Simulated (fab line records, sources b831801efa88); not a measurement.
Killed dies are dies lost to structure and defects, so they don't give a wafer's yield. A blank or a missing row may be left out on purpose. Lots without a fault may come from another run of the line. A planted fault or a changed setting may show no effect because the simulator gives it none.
fab line records | flow sfq_line
record lots=14 wafers=42 last_day=90
route steps=325 shown I0@44 I5@237 M7@294 I7@306
lots that met no fault: from a run of the same line without faults
start_h: hours from the record's first day to the start of the lot's first wafer shown | wait_h: hours since the lot's step before | " the same as in the row above | L1.1+2: a row that stands for several wafers | - no value, or no start given | * or withheld: withheld | < > ~ a bound
route shown NAME@n: a module of which the file shows steps, and the number in the route of the first | usual: mean/standard deviation of fault-free wafers | same: alike in all rows | chamber/n: place in a boat | sites: the reading at each site | _std_site: their standard deviation | _edge_site: outer sites' mean less inner sites' | radius_mm: how far each site lies from the wafer's centre | mask NAME#n: copy n | behind: the tool/chamber that last shaped the wafer | hold: why the lot was held/for how many hours/how that ended | device: the transistor (n, p or np) that didn't switch | end of line: the same wafers' tests at the end of the route | a step without rows: its recipe alone | killed: dies lost to structure and defects at the first sort, not the wafer's yield | map: a wafer's dies, x killed, . not, _ none there
set.NAME: the setting as run; set.NAME@STEP: as run at that earlier step | model.NAME: the simulator's own value behind a step, which no gauge read
steps of the route over a sample of lots; a table a step, a row a wafer
services: from which hour (start_h, from the record's first day; less than 0 if before it) a tool's chamber was out of use, for how many hours, and why
## steps
# step SFQ_TRILAYER_I0_CMP_CMP_028
# recipe material=SiO2 down_force_psi=3 platen_rpm=60 pad_velocity_m_s=0.94248
# usual motor_current_A=10.0/0.75 time_to_endpoint_s=208/8.8
# columns lot.wafer tool chamber start_h wait_h motor_current_A time_to_endpoint_s
L662.1 cmp-01 2 154.92 1.7 10.9 200
L662.5 " 0 155.92 2.7 10.8 221
L662.6 " 1 " " 9.8 205
L663.2 cmp-01 3 163.42 5.4 9.4 213
L663.1 " 1 164.42 6.4 9.9 206
L663.6 " 3 165.42 7.4 9.7 213
L664.3 cmp-02 2 178.15 9.2 9.4 207
L664.4 " 0 179.15 10.2 11.2 200
L664.6 " 2 180.15 11.2 9.1 209
L665.4 cmp-01 1 186.92 9.7 9.9 217
L665.3 " 2 " " 10.0 220
L665.1 " 3 " " 9.5 212
L666.2 cmp-01 1 189.92 9.1 10.1 211
L666.4 " 3 190.92 10.1 9.3 211
L666.5 " 2 192.42 11.6 10.8 216
L667.2 cmp-02 0 199.65 10.5 11.1 188
L667.1 " 1 " " 9.0 196
L667.3 " 2 " " 9.1 209
L668.3 cmp-02 0 205.15 9.9 10.9 199
L668.4 " 2 206.15 10.8 9.2 218
L668.2 " 3 " " 10.2 211
L669.3 cmp-02 1 208.15 7.3 10.1 213
L669.2 " 2 " " 8.8 211
L669.5 " 1 210.15 9.2 9.5 210
L670.4 cmp-01 2 214.42 6.7 10.3 226
L670.1 " 3 " " 9.7 219
L670.6 " 2 216.42 8.7 10.9 223
L671.2 cmp-02 1 217.65 7.2 9.2 203
L671.5 " 0 219.15 8.7 10.4 206
L671.6 " 1 " " 9.7 210
L672.1 cmp-02 0 223.15 2.6 11.3 169
L672.2 " 3 224.65 4.1 9.8 208
L672.6 " 1 225.65 5.1 9.8 224
L673.4 cmp-02 1 232.15 4.1 9.5 208
L673.2 " 3 233.15 5.2 10.1 194
L673.3 " 0 " " 11.6 159
L674.2 cmp-02 1 239.65 9.3 9.5 208
L674.5 " 0 241.15 10.7 11.0 169
L674.6 " 1 " " 9.6 214
L676.2 cmp-01 3 251.05 11.1 9.5 205
L676.1 " 0 " " 10.9 216
L676.5 " 0 253.55 13.5 10.8 215
# step SFQ_TRILAYER_I0_METRO_MEASURE_029
# usual thk_nm=199.2/1.3
# columns lot.wafer tool chamber start_h wait_h thk_nm
L662.1 film_metro-03 - 157.04 0.1 199.9
L662.5 " - " " 199.9
L662.6 " - " " 198.5
L663.1 film_metro-03 - 166.04 0.1 199.0
L663.2 " - " " 199.4
L663.6 " - " " 199.2
L664.3 film_metro-03 - 181.67 0.5 200.1
L664.4 " - " " 198.4
L664.6 " - " " 201.1
L665.1 film_metro-04 - 190.04 0.1 199.0
L665.3 " - " " 198.9
L665.4 " - " " 199.8
L666.2 film_metro-04 - 193.24 0.3 200.0
L666.4 " - " " 198.3
L666.5 " - " " 198.9
L667.1 film_metro-03 - 202.27 0.1 199.2
L667.2 " - " " 197.7
L667.3 " - " " 199.8
L668.2 film_metro-03 - 208.47 0.3 199.5
L668.3 " - " " 196.9
L668.4 " - " " 198.9
L669.2 film_metro-04 - 211.47 0.3 199.8
L669.3 " - " " 199.6
L669.5 " - " " 200.8
L670.1 film_metro-03 - 217.04 0.1 200.1
L670.4 " - " " 200.4
L670.6 " - " " 200.7
L671.2 film_metro-03 - 220.47 0.3 198.2
L671.5 " - " " 197.3
L671.6 " - " " 199.1
L672.1 film_metro-04 - 226.27 0.1 247.1
L672.2 " - " " 199.4
L672.6 " - " " 199.5
L673.2 film_metro-03 - 235.47 0.3 197.5
L673.3 " - " " 247.5
L673.4 " - " " 197.2
L674.2 film_metro-04 - 242.47 0.3 200.5
L674.5 " - " " 247.5
L674.6 " - " " 199.6
L676.1 film_metro-03 - 254.17 0.1 201.2
L676.2 " - " " 200.5
L676.5 " - " " 202.1
# step SFQ_TRILAYER_I0_VIA_ETCH_VIA_ETCH_034
# recipe target=SiO2 stop_on=Nb mask_material=PR taper_deg=20 chemistry=CHF3 target_depth_nm=260 source_w=500 bias_w=80 pressure_mtorr=30 time_s=withheld
# usual drypump_motor_current_A=5.8/0.34 oes_product_au=0.853/0.0051
# columns lot.wafer tool chamber start_h wait_h drypump_motor_current_A oes_product_au
L662.1 rie_diel-02 1 199.78 0.0 6.1 0.855
L662.5 " 3 " " 5.9 0.858
L662.6 " 0 " " 5.5 0.846
L663.1 rie_diel-02 0 206.98 0.0 5.5 0.848
L663.2 " 3 " " 5.9 0.850
L663.6 " 1 " " 6.1 0.851
L664.3 rie_diel-03 0 219.36 0.0 6.2 0.855
L664.4 " 3 " " 5.0 0.851
L664.6 " 3 " " 5.0 0.847
L665.1 rie_diel-02 0 227.38 0.0 5.5 0.859
L665.3 " 1 " " 6.1 0.847
L665.4 " 3 " " 5.9 0.862
L666.2 rie_diel-04 0 229.78 0.0 5.0 0.852
L666.4 " 2 " " 5.5 0.855
L666.5 " 2 " " 5.5 0.849
L667.1 rie_diel-02 2 243.08 0.0 5.8 0.854
L667.2 " 1 " " 6.1 0.847
L667.3 " 0 " " 5.6 0.856
L668.2 rie_diel-02 2 247.88 0.0 5.9 0.845
L668.3 " 1 " " 6.1 0.850
L668.4 " 3 " " 5.8 0.852
L669.2 rie_diel-04 2 250.59 0.0 5.5 0.855
L669.3 " 3 " " 6.3 0.856
L669.5 " 2 " " 5.5 0.861
L670.1 rie_diel-03 1 256.29 0.0 5.8 0.852
L670.4 " 3 " " 5.0 0.855
L670.6 " 2 " " 5.7 0.862
L671.2 rie_diel-02 2 261.08 0.0 5.8 0.854
L671.5 " 1 " " 6.1 0.855
L671.6 " 2 " " 5.9 0.846
L672.1 rie_diel-03 2 265.88 0.0 5.7 0.969
L672.2 " 3 " " 5.0 0.851
L672.6 " 0 " " 6.2 0.866
L673.2 rie_diel-03 2 274.28 0.0 5.7 0.852
L673.3 " 3 " " 5.0 0.971
L673.4 " 1 " " 5.8 0.845
L674.2 rie_diel-03 3 279.08 0.0 5.0 0.857
L674.5 " 2 " " 5.7 0.969
L674.6 " 1 " " 5.8 0.854
L676.1 rie_diel-02 2 293.12 0.0 5.8 0.858
L676.2 " 1 " " 6.1 0.862
L676.5 " 2 " " 5.9 0.852
# step SFQ_TRILAYER_I5_ETCH_VIA_ETCH_147
# recipe stop_on=Nb mask_material=PR chemistry=CHF3 target_depth_nm=360 source_w=500 bias_w=80 pressure_mtorr=30 time_s=withheld
# usual drypump_motor_current_A=5.5/0.42 oes_product_au=0.990/0.0076
# columns lot.wafer tool chamber start_h wait_h drypump_motor_current_A oes_product_au
L662.1 rie_diel-01 0 1510.33 0.0 5.4 0.985
L662.5 " 2 " " 4.8 0.978
L662.6 " 3 " " 5.7 0.992
L663.1 rie_diel-04 0 1559.33 0.0 5.0 1.001
L663.2 " 2 " " 5.5 0.992
L663.6 " 2 " " 5.5 1.001
L664.3 rie_diel-01 3 1561.73 0.0 5.6 0.998
L664.4 " 0 " " 5.4 0.989
L664.6 " 0 " " 5.4 0.998
L665.1 rie_diel-04 0 1568.01 0.0 5.0 0.994
L665.3 " 3 " " 6.3 0.993
L665.4 " 2 " " 5.5 0.999
L666.2 rie_diel-01 1 1576.41 0.0 5.2 0.992
L666.4 " 2 " " 4.9 0.994
L666.5 " 2 " " 4.8 0.984
L667.1 rie_diel-01 2 1587.99 0.0 4.9 0.988
L667.2 " 0 " " 5.4 1.001
L667.3 " 3 " " 5.7 0.993
L668.2 rie_diel-04 2 1591.59 0.0 5.5 0.997
L668.3 " 1 " " 5.6 0.985
L668.4 " 0 " " 5.0 0.999
L669.2 rie_diel-04 2 1604.97 0.0 5.5 0.990
L669.3 " 1 " " 5.6 0.977
L669.5 " 3 " " 6.2 0.990
L670.1 rie_diel-01 1 1606.17 0.0 5.2 0.994
L670.4 " 2 " " 4.9 0.976
L670.6 " 2 " " 4.8 0.975
L671.2 rie_diel-01 0 1697.34 0.0 5.4 0.997
L671.5 " 0 " " 5.4 1.000
L671.6 " 3 " " 5.7 0.991
L672.1 rie_diel-02 2 1722.47 0.0 5.8 0.995
L672.2 " 3 " " 5.9 0.982
L672.6 " 3 " " 5.9 0.984
L673.2 rie_diel-04 0 1726.07 0.0 5.0 0.989
L673.3 " 3 " " 6.3 0.991
L673.4 " 1 " " 5.6 0.980
L674.2 rie_diel-02 0 1728.47 0.0 5.5 0.990
L674.5 " 3 " " 5.8 0.980
L674.6 " 2 " " 5.8 0.994
L676.1 rie_diel-04 2 1734.47 0.0 5.5 0.994
L676.2 " 0 " " 5.0 1.000
L676.5 " 1 " " 5.6 0.985
# step SFQ_TRILAYER_M7_STRIP_STRIP_181
# recipe gas=O2 power_w=200 platen_temp_c=40 overash_fraction=0.65 chemistry=O2 pressure_mtorr=50
# usual drypump_motor_current_A=5.8/0.58 oes_product_au=0.997/0.012
# columns lot.wafer tool chamber start_h wait_h drypump_motor_current_A oes_product_au rf_hours_counter_h
L662.1 rie_metal-01 0 1926.89 0.1 5.0 0.981 35
L662.5 " 1 " " 5.6 1.008 -
L662.6 " 0 " " 5.0 0.988 -
L663.1 rie_metal-03 0 1929.29 0.1 5.0 0.984 122
L663.2 " 1 " " 6.5 0.980 5
L663.6 " 0 " " 5.0 0.988 -
L664.3 rie_metal-02 1 1930.69 0.2 5.9 1.015 -
L664.4 " 0 " " 6.3 0.998 -
L664.6 " 0 " " 6.3 0.995 -
L665.1 rie_metal-03 0 1932.89 0.1 5.1 0.989 123
L665.3 " 1 " " 6.5 0.992 -
L665.4 " 0 " " 5.1 0.996 -
L666.2 rie_metal-03 0 1936.49 0.1 5.0 0.998 123
L666.4 " 0 " " 5.0 0.989 -
L666.5 " 1 " " 6.5 0.985 -
L667.1 rie_metal-02 1 1937.69 0.1 5.8 1.007 129
L667.2 " 0 " " 6.3 0.989 113
L667.3 " 1 " " 5.9 1.001 -
L668.2 rie_metal-01 0 1941.29 0.1 5.0 0.985 37
L668.3 " 0 " " 5.0 0.988 -
L668.4 " 1 " " 5.6 1.020 -
L669.2 rie_metal-03 0 1942.49 0.1 5.0 0.996 124
L669.3 " 0 " " 5.0 0.991 -
L669.5 " 0 " " 5.0 0.989 -
L670.1 rie_metal-02 1 1943.69 0.1 5.8 1.005 130
L670.4 " 1 " " 5.9 1.023 -
L670.6 " 1 " " 5.9 1.009 -
L671.2 rie_metal-03 0 1945.33 0.1 5.1 0.985 125
L671.5 " 1 " " 6.5 0.995 -
L671.6 " 0 " " 5.0 0.997 -
L672.1 rie_metal-02 1 1959.45 0.1 5.8 1.012 131
L672.2 " 0 " " 6.3 0.981 116
L672.6 " 1 " " 5.8 1.016 -
L673.2 rie_metal-02 0 1963.31 0.4 6.3 0.990 -
L673.3 " 0 " " 6.3 0.988 -
L673.4 " 0 " " 6.3 0.982 -
L674.2 rie_metal-01 0 1965.33 0.1 5.0 0.975 40
L674.5 " 0 " " 5.0 0.988 -
L674.6 " 1 " " 5.6 1.021 -
L676.1 rie_metal-03 1 1972.53 0.1 6.5 1.003 11
L676.2 " 0 " " 5.0 0.995 128
L676.5 " 0 " " 5.1 0.990 -
# step SFQ_I7_OVL_MEAS_947
# usual I7_OVL=-1/6.3
# columns lot.wafer tool chamber start_h wait_h I7_OVL[nm]
L662.1 overlay-02 - 1934.44 0.1 5
L662.5 " - " " 6
L662.6 " - " " -1
L663.1 overlay-01 - 1936.75 0.1 3
L663.2 " - " " 1
L663.6 " - " " 3
L664.3 overlay-01 - 1937.96 0.1 -8
L664.4 " - " " -2
L664.6 " - " " -6
L665.1 overlay-02 - 1940.31 0.1 -5
L665.3 " - " " -1
L665.4 " - " " 0
L666.2 overlay-02 - 1943.92 0.1 -4
L666.4 " - " " -9
L666.5 " - " " 0
L667.1 overlay-02 - 1946.31 0.1 3
L667.2 " - " " 0
L667.3 " - " " 2
L668.2 overlay-01 - 1948.75 0.1 -2
L668.3 " - " " 4
L668.4 " - " " -1
L669.2 overlay-02 - 2060.25 0.1 -2
L669.3 " - " " 3
L669.5 " - " " 0
L670.1 overlay-01 - 2061.44 0.1 -1
L670.4 " - " " 1
L670.6 " - " " 2
L671.2 overlay-01 - 2063.85 0.1 -13
L671.5 " - " " -12
L671.6 " - " " -15
L672.1 overlay-02 - 2073.44 0.1 8
L672.2 " - " " 1
L672.6 " - " " 6
L673.2 overlay-02 - 2075.85 0.1 -4
L673.3 " - " " 2
L673.4 " - " " -10
L674.2 overlay-01 - 2078.25 0.1 -2
L674.5 " - " " 3
L674.6 " - " " -3
L676.1 overlay-02 - 2087.84 0.1 -3
L676.2 " - " " -6
L676.5 " - " " -10
## services
# columns tool chamber start_h hours kind
rie_diel-02 0 146.40 1.3 repair
film_metro-03 - 158.25 1.0 pm
film_metro-03 - 188.79 1.2 pm
rie_diel-02 2 193.84 8.5 repair
film_metro-03 - 203.47 1.8 pm
rie_diel-02 0 269.45 7.8 repair
film_metro-03 - 338.28 2.6 pm
rie_diel-02 2 338.96 1.8 repair
film_metro-03 - 403.33 0.5 pm
rie_diel-02 2 440.97 2.2 repair
film_metro-03 - 447.77 0.4 pm
rie_diel-02 2 455.30 8.1 repair
rie_diel-02 - 466.51 4.3 pm
rie_diel-02 - 486.23 2.8 pm
rie_diel-02 - 544.29 0.8 repair
film_metro-03 - 550.83 4.3 pm
rie_diel-02 0 573.83 7.0 repair
film_metro-03 - 583.28 0.7 pm
rie_diel-02 - 617.33 0.1 repair
film_metro-03 - 648.25 0.3 pm
rie_diel-02 2 660.50 13.6 repair
rie_diel-02 1 663.90 1.3 repair
rie_diel-02 1 665.58 5.2 repair
rie_diel-02 3 687.68 9.3 repair
## key
first_sign step=SFQ_TRILAYER_I0_CMP_CMP_028 reading=time_to_endpoint_s direction=down sigmas=4.9 usual=* struck=*
effect step=SFQ_TRILAYER_I0_METRO_MEASURE_029 reading=thk_nm direction=up sigmas=38 usual=199.2 struck=247.4
effect step=SFQ_TRILAYER_I0_VIA_ETCH_VIA_ETCH_034 reading=oes_product_au direction=up sigmas=23 usual=0.853 struck=0.970
met_at SFQ_TRILAYER_I0_CMP_CMP_028
struck_lots L672,L673,L674
struck_wafers L672.1,L673.3,L674.5
not_acting_at SFQ_TRILAYER_I5_ETCH_VIA_ETCH_147,SFQ_TRILAYER_M7_STRIP_STRIP_181,SFQ_I7_OVL_MEAS_947
onset_between 217.65 223.15
fault kind=process_parameter_drift tool=cmp-02 chamber=0 onset_h=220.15 steps=SFQ_TRILAYER_I0_CMP_CMP_028 channel=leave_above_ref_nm offset=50 shape=step end_h=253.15 acts_in=these_recipes_only stated=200
